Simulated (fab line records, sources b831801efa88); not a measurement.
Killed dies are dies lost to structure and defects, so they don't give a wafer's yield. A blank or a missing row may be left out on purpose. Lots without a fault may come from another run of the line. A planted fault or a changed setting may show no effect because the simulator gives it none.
Tool commonality check | flow sky130 | 14 lots, 42 wafers sampled

WHY IT WAS OPENED
At SKY_METAL2_THK_MEAS_06 the reading METAL2_ALCU_THK is flagged on 2 of 14 lots. Wafers without a fault read 250 nm, standard deviation 3.
Rule: a lot is flagged when every wafer of it that has a number lies more than 4 standard deviations from that mean, or none has a number. The other lots count as sound.

lot  | measured     | on            | METAL2_ALCU_THK (nm), wafer by wafer | flag
L591 | day 33 22:50 | film_metro-02 | 248 248 248                          |
L592 | day 34 08:03 | film_metro-02 | 247 246 246                          |
L593 | day 34 13:04 | film_metro-03 | 250 251 252                          |
L597 | day 36 13:55 | film_metro-02 | 251 254 252                          |
L599 | day 37 03:47 | film_metro-02 | 290 289 286                          | FLAGGED
L600 | day 37 06:51 | film_metro-01 | 287 285 288                          | FLAGGED
L603 | day 38 06:28 | film_metro-03 | 252 256 254                          |
L607 | day 39 10:31 | film_metro-03 | 251 253 251                          |
L608 | day 39 15:01 | film_metro-02 | 249 253 251                          |
L609 | day 39 21:47 | film_metro-01 | 249 250 248                          |
L610 | day 40 02:01 | film_metro-02 | 244 243 247                          |
L611 | day 40 04:43 | film_metro-03 | 252 252 250                          |
L612 | day 40 12:31 | film_metro-03 | 246 248 251                          |
L614 | day 40 22:46 | film_metro-01 | 252 256 253                          |
The numbers of the flagged lots are 288 nm on average: +38 nm against the usual, or +12 standard deviations.

WHICH TOOL RAN EACH LOT
The record holds 1 process step before the reading, out of a route of 708 steps. In each cell: the tool, then ch and the chambers that the sampled wafers went through, then the start.
lot  | flag    | SKY_METAL2_SPUTTER_04
L591 |         | pvd_sputter-02, day 33 22:40
L592 |         | pvd_sputter-04, day 34 07:52
L593 |         | pvd_sputter-01, day 34 12:53
L597 |         | pvd_sputter-04, day 36 13:44
L599 | FLAGGED | pvd_sputter-02, day 37 03:37
L600 | FLAGGED | pvd_sputter-04, day 37 06:41
L603 |         | pvd_sputter-04, day 38 06:17
L607 |         | pvd_sputter-04, day 39 10:21
L608 |         | pvd_sputter-04, day 39 14:50
L609 |         | pvd_sputter-02, day 39 21:36
L610 |         | pvd_sputter-01, day 40 01:49
L611 |         | pvd_sputter-04, day 40 04:33
L612 |         | pvd_sputter-04, day 40 12:20
L614 |         | pvd_sputter-04, day 40 22:34
What these steps do:
- SKY_METAL2_SPUTTER_04: material TiN, target thk 70 nm, time 58.3 s.
- SKY_METAL2_THK_MEAS_06: measures by xrf.

FLAGGED OVER TOTAL, TOOL BY TOOL (the gauges that took the reading come last)
step                   | tool           | lots run | flagged | share of the flagged lots | sound lots run after its first flagged lot
SKY_METAL2_SPUTTER_04  | pvd_sputter-01 | 2        | 0       | none                      | -
SKY_METAL2_SPUTTER_04  | pvd_sputter-02 | 3        | 1       | some                      | 1 (L609)
SKY_METAL2_SPUTTER_04  | pvd_sputter-04 | 9        | 1       | some                      | 6 (L603,L607,L608,L611,L612,L614)
SKY_METAL2_THK_MEAS_06 | film_metro-01  | 3        | 1       | some                      | 2 (L609,L614)
SKY_METAL2_THK_MEAS_06 | film_metro-02  | 6        | 1       | some                      | 2 (L608,L610)
SKY_METAL2_THK_MEAS_06 | film_metro-03  | 5        | 0       | none                      | -

WHAT THE TABLE ALLOWS
No row of the table ran every flagged lot.

WHAT THE SIMULATOR HAD PUT IN
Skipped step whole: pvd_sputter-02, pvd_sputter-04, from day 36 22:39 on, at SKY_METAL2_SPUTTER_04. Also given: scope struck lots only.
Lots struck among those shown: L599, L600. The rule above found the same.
